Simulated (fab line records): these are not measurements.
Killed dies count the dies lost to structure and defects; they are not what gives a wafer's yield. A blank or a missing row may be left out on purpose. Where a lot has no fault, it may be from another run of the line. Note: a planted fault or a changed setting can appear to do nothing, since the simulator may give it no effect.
What tool caused it? || flow gf180mcu || 14 lots with 42 wafers sampled at 4 steps, on a route of 602 steps

WHAT EACH GAUGE READ, for each wafer
GF_LVPWELL_OVL_MEAS_07. Usual: LVPWELL_OVL 0.4 nm, standard deviation 1.8.
{"lot": "L775", "measured": "day 3 20:46", "on": "overlay-02", "LVPWELL_OVL (nm)": "0.2 -0.7 0.4", "flag": ""}
{"lot": "L781", "measured": "day 5 05:04", "on": "overlay-01", "LVPWELL_OVL (nm)": "0.9 0.6 0.4", "flag": ""}
{"lot": "L783", "measured": "day 5 17:41", "on": "overlay-01", "LVPWELL_OVL (nm)": "-0.7 -0.8 1.1", "flag": ""}
{"lot": "L787", "measured": "day 6 13:49", "on": "overlay-02", "LVPWELL_OVL (nm)": "2.8 1.4 1.8", "flag": ""}
{"lot": "L789", "measured": "day 7 02:11", "on": "overlay-02", "LVPWELL_OVL (nm)": "-1.0 -0.3 -2.1", "flag": ""}
{"lot": "L790", "measured": "day 7 07:14", "on": "overlay-01", "LVPWELL_OVL (nm)": "0.5 0.6 0.2", "flag": ""}
{"lot": "L791", "measured": "day 7 13:28", "on": "overlay-01", "LVPWELL_OVL (nm)": "-0.6 1.3 0.6", "flag": ""}
{"lot": "L793", "measured": "day 8 10:10", "on": "overlay-01", "LVPWELL_OVL (nm)": "2.5 1.3 0.7", "flag": ""}
{"lot": "L795", "measured": "day 8 15:16", "on": "overlay-02", "LVPWELL_OVL (nm)": "-2.3 -3.2 -3.9", "flag": ""}
{"lot": "L796", "measured": "day 8 21:16", "on": "overlay-02", "LVPWELL_OVL (nm)": "0.5 2.3 0.3", "flag": ""}
{"lot": "L798", "measured": "day 9 10:59", "on": "overlay-02", "LVPWELL_OVL (nm)": "3.1 2.6 2.4", "flag": ""}

GF_VT_IMPLANT_RS_MEAS_47: the measuring method here is four-point-probe. Usual: NWELL_RS 497.7 ohm/sq, standard deviation 1.5.
{"lot": "L775", "measured": "day 7 13:11", "on": "film metro-04", "NWELL_RS (ohm/sq)": "498.3 500.1 497.2", "flag": ""}
{"lot": "L781", "measured": "day 9 03:08", "on": "film metro-01", "NWELL_RS (ohm/sq)": "498.8 496.7 499.8", "flag": ""}
{"lot": "L783", "measured": "day 9 18:54", "on": "film metro-01", "NWELL_RS (ohm/sq)": "498.7 496.9 497.3", "flag": ""}
{"lot": "L787", "measured": "day 10 20:59", "on": "film metro-04", "NWELL_RS (ohm/sq)": "498.5 497.5 498.6", "flag": ""}
{"lot": "L789", "measured": "day 11 16:00", "on": "film metro-01", "NWELL_RS (ohm/sq)": "496.3 497.7 496.2", "flag": ""}
{"lot": "L790", "measured": "day 11 17:22", "on": "film metro-04", "NWELL_RS (ohm/sq)": "499.0 498.5 498.1", "flag": ""}
{"lot": "L791", "measured": "day 11 21:29", "on": "film metro-04", "NWELL_RS (ohm/sq)": "499.3 499.2 499.1", "flag": ""}
{"lot": "L793", "measured": "day 12 22:59", "on": "film metro-01", "NWELL_RS (ohm/sq)": "496.4 496.8 497.2", "flag": ""}
{"lot": "L795", "measured": "day 13 11:41", "on": "film metro-01", "NWELL_RS (ohm/sq)": "497.5 497.8 497.3", "flag": ""}
{"lot": "L796", "measured": "day 13 13:50", "on": "film metro-01", "NWELL_RS (ohm/sq)": "497.6 498.4 497.2", "flag": ""}
{"lot": "L798", "measured": "day 14 06:52", "on": "film metro-01", "NWELL_RS (ohm/sq)": "498.9 497.2 499.0", "flag": ""}

WHICH TOOL RAN EACH LOT (tool, then ch and the chambers of the sampled wafers, then the start)
{"lot": "L775", "GF_STI_ETCH_14": "rie si-01 ch 0,3, day 2 01:52", "GF_STI_CMP_25": "cmp-02 ch 1,2,3, day 2 04:15"}
{"lot": "L778", "GF_STI_ETCH_14": "rie si-01 ch 0,2, day 2 19:32", "GF_STI_CMP_25": "cmp-02 ch 0,2,3, day 2 21:23"}
{"lot": "L779", "GF_STI_ETCH_14": "rie si-02 ch 1,2,3, day 2 22:28", "GF_STI_CMP_25": "cmp-01 ch 1,2,3, day 3 00:42"}
{"lot": "L780", "GF_STI_ETCH_14": "rie si-01 ch 0,2,3, day 3 03:35", "GF_STI_CMP_25": "cmp-02 ch 1,3, day 3 06:12"}
{"lot": "L781", "GF_STI_ETCH_14": "rie si-02 ch 1,2, day 3 07:46", "GF_STI_CMP_25": "cmp-01 ch 0,1,3, day 3 09:55"}
{"lot": "L783", "GF_STI_ETCH_14": "rie si-02 ch 0,2,3, day 3 20:16", "GF_STI_CMP_25": "cmp-01 ch 0,1,3, day 3 22:25"}
{"lot": "L787", "GF_STI_ETCH_14": "rie si-02 ch 0,2, day 4 14:37", "GF_STI_CMP_25": "cmp-01 ch 0,1, day 4 16:50"}
{"lot": "L789", "GF_STI_ETCH_14": "rie si-02 ch 0,2,3, day 5 01:49", "GF_STI_CMP_25": "cmp-01 ch 0,2, day 5 03:41"}
{"lot": "L790", "GF_STI_ETCH_14": "rie si-01 ch 1,2, day 5 06:40", "GF_STI_CMP_25": "cmp-01 ch 1,2,3, day 5 08:31"}
{"lot": "L791", "GF_STI_ETCH_14": "rie si-01 ch 1,2,3, day 5 12:16", "GF_STI_CMP_25": "cmp-02 ch 0,1,3, day 5 14:12"}
{"lot": "L793", "GF_STI_ETCH_14": "rie si-02 ch 1,3, day 5 21:58", "GF_STI_CMP_25": "cmp-02 ch 2,3, day 6 04:26"}
{"lot": "L795", "GF_STI_ETCH_14": "rie si-02 ch 1,2,3, day 6 07:43", "GF_STI_CMP_25": "cmp-01 ch 0,1,3, day 6 12:58"}
{"lot": "L796", "GF_STI_ETCH_14": "rie si-02 ch 1,2, day 6 16:28", "GF_STI_CMP_25": "cmp-02 ch 0,1,2, day 6 18:19"}
{"lot": "L798", "GF_STI_ETCH_14": "rie si-02 ch 1,3, day 7 04:10", "GF_STI_CMP_25": "cmp-01 ch 0,2,3, day 7 06:22"}
- GF_STI_ETCH_14: etches Si in HBr/Cl2/O2, target depth 360 nm, time 102.9 s.
- GF_STI_CMP_25: polishes, stops on Si3N4, t overpolish 33 s, target thk 524.6 nm.

WHAT THE TOOLS THEMSELVES READ (means of the sampled wafers that have a number; where no wafer has one, the mark that the record gives instead)
GF_STI_ETCH_14. Usual: drypump motor current A 5.4 A, standard deviation 0.39; oes product au 1.002 a.u., standard deviation 0.012; throttle valve pct 25.654 %, standard deviation 0.013.
{"lot": "L775", "tool": "rie si-01", "drypump motor current A (A)": 5.4, "oes product au (a.u.)": 0.995, "throttle valve pct (%)": 25.657, "flag": ""}
{"lot": "L778", "tool": "rie si-01", "drypump motor current A (A)": 5.1, "oes product au (a.u.)": 0.983, "throttle valve pct (%)": 25.672, "flag": ""}
{"lot": "L779", "tool": "rie si-02", "drypump motor current A (A)": 5.3, "oes product au (a.u.)": 1.011, "throttle valve pct (%)": 25.636, "flag": ""}
{"lot": "L780", "tool": "rie si-01", "drypump motor current A (A)": 5.3, "oes product au (a.u.)": 0.984, "throttle valve pct (%)": 25.665, "flag": ""}
{"lot": "L781", "tool": "rie si-02", "drypump motor current A (A)": 5.4, "oes product au (a.u.)": 1.010, "throttle valve pct (%)": 25.648, "flag": ""}
{"lot": "L783", "tool": "rie si-02", "drypump motor current A (A)": 5.5, "oes product au (a.u.)": 0.998, "throttle valve pct (%)": 25.662, "flag": ""}
{"lot": "L787", "tool": "rie si-02", "drypump motor current A (A)": 5.8, "oes product au (a.u.)": 1.000, "throttle valve pct (%)": 25.651, "flag": ""}
{"lot": "L789", "tool": "rie si-02", "drypump motor current A (A)": 5.5, "oes product au (a.u.)": 0.994, "throttle valve pct (%)": 25.649, "flag": ""}
{"lot": "L790", "tool": "rie si-01", "drypump motor current A (A)": 5.4, "oes product au (a.u.)": 0.996, "throttle valve pct (%)": 25.656, "flag": ""}
{"lot": "L791", "tool": "rie si-01", "drypump motor current A (A)": 5.6, "oes product au (a.u.)": 1.001, "throttle valve pct (%)": 25.650, "flag": ""}
{"lot": "L793", "tool": "rie si-02", "drypump motor current A (A)": 5.3, "oes product au (a.u.)": 1.011, "throttle valve pct (%)": 25.661, "flag": ""}
{"lot": "L795", "tool": "rie si-02", "drypump motor current A (A)": 5.3, "oes product au (a.u.)": 1.009, "throttle valve pct (%)": 25.651, "flag": ""}
{"lot": "L796", "tool": "rie si-02", "drypump motor current A (A)": 5.4, "oes product au (a.u.)": 0.996, "throttle valve pct (%)": 25.657, "flag": ""}
{"lot": "L798", "tool": "rie si-02", "drypump motor current A (A)": 5.2, "oes product au (a.u.)": 1.016, "throttle valve pct (%)": 25.650, "flag": ""}

GF_STI_CMP_25. Usual: edge zone pressure frac 1.000, standard deviation 0.0045; head pressure psi 4.001 psi, standard deviation 0.0087; motor current A 11.2 A, standard deviation 0.65; overpolish run s 33.000 s, standard deviation 0.0084; time to endpoint s 120 s, standard deviation 6.
{"lot": "L775", "tool": "cmp-02", "edge zone pressure frac": 1.002, "head pressure psi (psi)": 4.000, "motor current A (A)": 11.9, "overpolish run s (s)": 33.000, "time to endpoint s (s)": 122, "flag": ""}
{"lot": "L778", "tool": "cmp-02", "edge zone pressure frac": "-", "head pressure psi (psi)": "-", "motor current A (A)": "-", "overpolish run s (s)": "-", "time to endpoint s (s)": "-", "flag": "OFF"}
{"lot": "L779", "tool": "cmp-01", "edge zone pressure frac": "-", "head pressure psi (psi)": "-", "motor current A (A)": "-", "overpolish run s (s)": "-", "time to endpoint s (s)": "-", "flag": "OFF"}
{"lot": "L780", "tool": "cmp-02", "edge zone pressure frac": "-", "head pressure psi (psi)": "-", "motor current A (A)": "-", "overpolish run s (s)": "-", "time to endpoint s (s)": "-", "flag": "OFF"}
{"lot": "L781", "tool": "cmp-01", "edge zone pressure frac": 0.999, "head pressure psi (psi)": 4.009, "motor current A (A)": 10.9, "overpolish run s (s)": 33.003, "time to endpoint s (s)": 123, "flag": ""}
{"lot": "L783", "tool": "cmp-01", "edge zone pressure frac": 1.001, "head pressure psi (psi)": 4.001, "motor current A (A)": 11.2, "overpolish run s (s)": 33.002, "time to endpoint s (s)": 120, "flag": ""}
{"lot": "L787", "tool": "cmp-01", "edge zone pressure frac": 1.000, "head pressure psi (psi)": 3.996, "motor current A (A)": 11.4, "overpolish run s (s)": 32.998, "time to endpoint s (s)": 121, "flag": ""}
{"lot": "L789", "tool": "cmp-01", "edge zone pressure frac": 1.002, "head pressure psi (psi)": 3.994, "motor current A (A)": 11.1, "overpolish run s (s)": 32.999, "time to endpoint s (s)": 119, "flag": ""}
{"lot": "L790", "tool": "cmp-01", "edge zone pressure frac": 1.004, "head pressure psi (psi)": 4.008, "motor current A (A)": 11.1, "overpolish run s (s)": 32.996, "time to endpoint s (s)": 118, "flag": ""}
{"lot": "L791", "tool": "cmp-02", "edge zone pressure frac": 1.001, "head pressure psi (psi)": 3.998, "motor current A (A)": 11.7, "overpolish run s (s)": 33.010, "time to endpoint s (s)": 112, "flag": ""}
{"lot": "L793", "tool": "cmp-02", "edge zone pressure frac": 0.998, "head pressure psi (psi)": 4.003, "motor current A (A)": 11.8, "overpolish run s (s)": 33.002, "time to endpoint s (s)": 111, "flag": ""}
{"lot": "L795", "tool": "cmp-01", "edge zone pressure frac": 1.005, "head pressure psi (psi)": 3.995, "motor current A (A)": 11.0, "overpolish run s (s)": 33.004, "time to endpoint s (s)": 125, "flag": ""}
{"lot": "L796", "tool": "cmp-02", "edge zone pressure frac": 0.998, "head pressure psi (psi)": 3.999, "motor current A (A)": 11.8, "overpolish run s (s)": 33.000, "time to endpoint s (s)": 110, "flag": ""}
{"lot": "L798", "tool": "cmp-01", "edge zone pressure frac": 1.000, "head pressure psi (psi)": 4.000, "motor current A (A)": 10.9, "overpolish run s (s)": 32.994, "time to endpoint s (s)": 126, "flag": ""}

THE ANSWER, worked out from the rows above alone
Rule: a lot counts as off when the mean over its wafers that have a number is more than 3 standard deviations away from the usual mean. Also off: a lot with no number at a reading for which 4 or more lots have one. Any other lot the step has rows for is counted as sound. The gauges are gone through in route order, then the tools' own readings, and for those a lot's mean is taken as printed above. The first step at which some lot is off is used, and at that step the reading that is off furthest; a lot without a number counts as furthest.
Off, at GF_STI_CMP_25 on edge zone pressure frac: L778, L779, L780. Without a number there: L778, L779, L780.
If a tool, at that step or one of the process steps before it, ran each lot that is off and ran no sound lot following the first of them, it fits. Of those tried, none fits.

WHAT THE SIMULATOR HAD PUT IN
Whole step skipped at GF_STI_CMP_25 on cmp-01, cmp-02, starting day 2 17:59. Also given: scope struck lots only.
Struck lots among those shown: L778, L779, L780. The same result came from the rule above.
